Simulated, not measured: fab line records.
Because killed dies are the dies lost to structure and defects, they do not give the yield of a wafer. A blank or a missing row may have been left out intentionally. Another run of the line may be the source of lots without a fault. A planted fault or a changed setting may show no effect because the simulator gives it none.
Problem report in the 8D (eight disciplines) form, filled by code -- flow sky130 -- the parts of the form that need people (team, actions taken, sign-off) are left out

== 1. PROBLEM STATEMENT ==
SKY_VIA3_STRIP_16, strip-time-to-endpoint-s: mean 4.254 s over 1 wafer from 1 lot; wafers with no fault: 4.140 s, standard deviation 0.025. That is +4.6 standard deviations from the usual mean.
The step: strips in O2/N2.
First seen on wafer L983.4, day 44 11:19, on plasma-asher-01. The record has a number at this step for 33 wafers belonging to 11 lots. The rule behind "out" and "out of limits": a value lying over 4 standard deviations away from the usual mean. All remaining wafers that have a number are taken as sound.

== 2. WHAT IT IS, WHAT IT ISN'T ==
question,is,is not
which readings at this step,strip-time-to-endpoint-s,"drypump-motor-current-A, oes-product-au"
which lots,L983,"L968, L969, L970, L971, L975, L976, L982, L984, L988, L989"
which wafers of those lots,L983.4,"L983.2, L983.3"
read on which tools,plasma-asher-01,"plasma-asher-02, plasma-asher-04"
when,from day 44 11:19,"up to then (23 sound wafers); but 9 sound wafers of L984, L988, L989 came after"

== 3. THE SUSPECTS, EACH WITH WHAT RULES IT OUT ==
Counting: any tool at a process step up to the reading remains a suspect provided it ran every lot that is out. Sound lots after the first of them don't rule it out here, since some wafers of a struck lot are sound.
- cmp-01 at SKY_VIA3_CMP_02 (polishes SiO2): kept. It processed L983, the lot that is out, at day 43 12:04, and its most recent sound lot before then was L982 at day 43 11:46.
- rie-diel-03 at SKY_VIA3_ETCH_14 (etches BARC in N2/H2, stops on SiO2, time 45.9 s, target depth 60 nm): kept. It processed L983, the lot that is out, at day 44 11:13, and its most recent sound lot before then was L971 at day 40 13:11.
- plasma-asher-01 at SKY_VIA3_STRIP_16 (strips in O2/N2): kept. It processed L983, the lot that is out, at day 44 11:19, and its most recent sound lot before then was L976 at day 42 00:56. Its own readings are out on those wafers: strip-time-to-endpoint-s.
- cmp-01, SKY_VIA3_CMP_02: wafers that are out in chamber 1, sound lot-mates in chambers 2, 3.
- rie-diel-03, SKY_VIA3_ETCH_14: wafers that are out in chamber 2, sound lot-mates in chambers 0, 3.
- The sound lot-mates ran in chamber 0 of plasma-asher-01 at SKY_VIA3_STRIP_16, but the wafers that are out ran in chamber 1.
Still standing after the count: cmp-01 at SKY_VIA3_CMP_02, rie-diel-03 at SKY_VIA3_ETCH_14, plasma-asher-01 at SKY_VIA3_STRIP_16.

== 4. THE CAUSE (what the simulator had put in) ==
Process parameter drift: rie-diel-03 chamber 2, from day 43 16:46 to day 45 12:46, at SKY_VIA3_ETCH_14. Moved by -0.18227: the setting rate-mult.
After counting, 3 suspects remain, this tool included.

== 5. THE CHAIN OF EFFECTS, in route order ==
Rows list readings where the struck wafers' mean (over those with a number) sits beyond 3 standard deviations from the usual. Only readings for which the record gives a usual standard deviation are gone through. hours: the time from each lot's start at the first step in this table that gives one to its start at this step, as a median over the lots. sigmas: the change in usual standard deviations.
hours,step,reading,usual,on struck wafers,change,sigmas
0,SKY_VIA3_STRIP_16,strip-time-to-endpoint-s,4.140 s,4.254,+0.114,+4.6
Its process steps:
- SKY_VIA3_STRIP_16: strips in O2/N2.

== 6. HOW IT WOULD HAVE BEEN CAUGHT EARLIER ==
In this record no reading fell out of limits until day 44 11:19, 19 hours after the fault had begun at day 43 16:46.
An alarm limit of 4 standard deviations would not have fired on the tool readings at SKY_VIA3_ETCH_14 for which the record gives a usual standard deviation, since none of them was out on any struck wafer.
Lots out: 1; all had begun SKY_VIA3_ETCH_14 on rie-diel-03 by day 44 11:19. A hold on the tool at that time would have spared none of them.
